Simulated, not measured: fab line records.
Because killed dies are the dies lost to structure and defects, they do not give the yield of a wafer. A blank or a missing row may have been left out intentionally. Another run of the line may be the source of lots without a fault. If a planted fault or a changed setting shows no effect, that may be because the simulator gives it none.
What tool caused it? | flow gf180mcu | 18 wafers sampled from 6 lots at 1 step of a route of 602

== WHAT EACH GAUGE READ, for each wafer ==
GF_HV_LDD_TW_MEAS_38.
lot  | measured     | on            | HV_LDD_3_TW
L496 | day 12 08:40 | film_metro-01 | 1421 1424 1420
L501 | day 13 22:55 | film_metro-01 | 1419 1417 1424
L508 | day 16 06:44 | film_metro-01 | 1416 1424 1419
L512 | day 17 10:50 | film_metro-03 | 1437 1423 1434
L514 | day 18 04:13 | film_metro-01 | 1428 1432 1427
L516 | day 18 18:52 | film_metro-01 | 1428 1427 1432

== WHICH TOOL RAN EACH LOT (tool, then ch and the chambers of the sampled wafers, then the start) ==
Before these readings, the record contains no process step.

== THE ANSWER, worked out from the rows above alone ==
Rule: usual is defined by the lots themselves. The widest of any qualifying gaps counts: lots, ordered by their means at a reading, are off when they make up no more than a third of the lots, leave a main group of 4 or more, and stand apart from it by 3 or more times the standard deviation of that group's means. The tables above print the reading to a certain number of digits; a main group whose means all agree to those digits is not used. Also off: a lot with no number at a reading for which 4 or more lots have one. All remaining lots with rows at the step are treated as sound.
None of the lots is off at any reading shown; this tells nothing.

== WHAT THE SIMULATOR PUT IN ==
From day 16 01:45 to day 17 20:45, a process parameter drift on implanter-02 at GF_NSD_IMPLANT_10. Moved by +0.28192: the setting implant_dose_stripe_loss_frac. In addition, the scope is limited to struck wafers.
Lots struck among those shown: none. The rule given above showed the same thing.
